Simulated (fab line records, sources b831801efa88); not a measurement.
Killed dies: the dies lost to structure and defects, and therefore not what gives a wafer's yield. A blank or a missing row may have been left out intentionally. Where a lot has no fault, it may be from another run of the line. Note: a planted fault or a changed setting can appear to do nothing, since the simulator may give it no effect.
Which tool was responsible? / flow gf180mcu / 6 lots with 18 wafers sampled at 2 steps, on a route of 602 steps

== WHAT THE GAUGES SHOWED, per wafer ==
GF_HV_LDD_TW_MEAS_38.
lot=L654; measured=day 12 01:37; on=filmMetro-01; HV_LDD_3_TW=1457 1453 1453
lot=L656; measured=day 12 13:05; on=filmMetro-01; HV_LDD_3_TW=1470 1456 1456
lot=L658; measured=day 13 03:07; on=filmMetro-01; HV_LDD_3_TW=1549 1546 1543 1549 1542 1553
lot=L668; measured=day 16 16:20; on=filmMetro-04; HV_LDD_3_TW=1527 1529 1532 1536 1528 1523
lot=L671; measured=day 17 18:05; on=filmMetro-01; HV_LDD_3_TW=1444 1434 1437
lot=L675; measured=day 18 18:29; on=filmMetro-01; HV_LDD_3_TW=1438 1441 1439

== TOOL THAT RAN EACH LOT (tool first, then ch and the chambers of the sampled wafers, then the start) ==
lot=L654; GF_HV_LDD_IMPLANT_34=implanter-02 ch 0, day 12 01:04
lot=L656; GF_HV_LDD_IMPLANT_34=implanter-03 ch 0, day 12 12:34
lot=L658; GF_HV_LDD_IMPLANT_34=implanter-03 ch 0, day 13 02:08
lot=L668; GF_HV_LDD_IMPLANT_34=implanter-03 ch 0, day 16 15:26
lot=L671; GF_HV_LDD_IMPLANT_34=implanter-04 ch 0, day 17 17:32
lot=L675; GF_HV_LDD_IMPLANT_34=implanter-04 ch 0, day 18 17:56
- GF_HV_LDD_IMPLANT_34

== THE ANSWER, worked out from the rows above alone ==
Rule: usual is defined by the lots themselves. The widest of any qualifying gaps counts: lots, ordered by their means at a reading, are off when they make up no more than a third of the lots, leave a main group of 4 or more, and stand apart from it by 3 or more times the standard deviation of that group's means. A main group whose means are all the same, to the digits that the tables above print for the reading, isn't used. A lot without any number at a reading at which 4 lots or more have one is off too. Any other lot the step has rows for is counted as sound.
Off: L658, L668, seen at GF_HV_LDD_TW_MEAS_38 (HV_LDD_3_TW). For the main group the mean is 1448 and the standard deviation 9.6.
If a tool, at a process step before that reading, ran all the lots that are off and no sound lot after the first of them, it fits. The gauges at GF_HV_LDD_TW_MEAS_38 are tried like those tools. One fits: GF_HV_LDD_IMPLANT_34 on implanter-03. Its last sound lot is L656 (day 12 12:34), its first lot that is off L658 (day 13 02:08): a fault that began between those two fits.

== WHAT THE SIMULATOR HAD INSERTED ==
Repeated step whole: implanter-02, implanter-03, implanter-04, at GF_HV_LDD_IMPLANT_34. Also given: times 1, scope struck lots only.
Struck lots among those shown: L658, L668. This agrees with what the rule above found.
